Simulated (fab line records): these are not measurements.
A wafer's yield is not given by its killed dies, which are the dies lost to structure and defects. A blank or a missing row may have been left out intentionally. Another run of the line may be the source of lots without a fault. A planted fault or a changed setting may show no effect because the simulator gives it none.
Which of the tools did it? -- flow gf180mcu -- route of 602 steps, sampled at 1 step: 14 lots, 42 wafers

## WHAT THE GAUGES SHOWED, per wafer
GF_CONTACT_RS_MEAS_25: uses a four-point probe to measure.
lot,measured,on,CONTACT_W_RS (ohm/sq)
L404,day 15 16:50,filmMetro-03,0.351 0.350 0.352
L406,day 16 11:48,filmMetro-02,0.355 0.357 0.354
L412,day 18 20:45,filmMetro-03,0.354 0.359 0.350
L411,day 19 01:18,filmMetro-04,0.351 0.348 0.352
L413,day 19 10:10,filmMetro-02,0.360 0.355 0.359
L414,day 20 14:35,filmMetro-04,0.363 0.359 0.364
L415,day 21 01:08,filmMetro-04,0.355 0.355 0.357
L416,day 21 06:24,filmMetro-02,0.353 0.352 0.355
L419,day 22 00:12,filmMetro-03,0.358 0.361 0.356
L418,day 22 07:20,filmMetro-02,0.358 0.355 0.356
L421,day 22 12:47,filmMetro-02,0.357 0.358 0.360
L425,day 23 17:10,filmMetro-04,0.354 0.362 0.354
L426,day 23 22:49,filmMetro-04,0.357 0.355 0.352
L427,day 24 05:13,filmMetro-03,0.354 0.355 0.354

## TOOL THAT RAN EACH LOT (tool first, then ch and the chambers of the sampled wafers, then the start)
Before these readings, the record contains no process step.

## WHAT THE TOOLS THEMSELVES READ (means of the sampled wafers that have a number; where no wafer has one, the mark that the record gives instead)
The record holds no such reading with a usual standard deviation.

## THE ANSWER, worked out from the rows above alone
Rule: what is usual is taken from the lots themselves. Put in order of their means at a reading, lots are off if they are a third of the lots or fewer, leave a main group of 4 or more, and stand apart from it by a gap of 3 or more times the standard deviation of the main group's means; of several such gaps the widest counts. If all means in a main group match to the digits the tables above print for the reading, that group is not used. Also off: a lot with no number at a reading for which 4 or more lots have one. Where the step has rows for the other lots, those lots are counted as sound. Order of review: gauges by route order, followed by the tools' own readings, for which a lot's mean as printed above is used. The first step at which some lot is off is used, and at that step the reading that is off furthest; a lot without a number counts as furthest.
No lot is off on any of the readings shown, so nothing can be concluded from this.

## WHAT HAD BEEN PUT IN BY THE SIMULATOR
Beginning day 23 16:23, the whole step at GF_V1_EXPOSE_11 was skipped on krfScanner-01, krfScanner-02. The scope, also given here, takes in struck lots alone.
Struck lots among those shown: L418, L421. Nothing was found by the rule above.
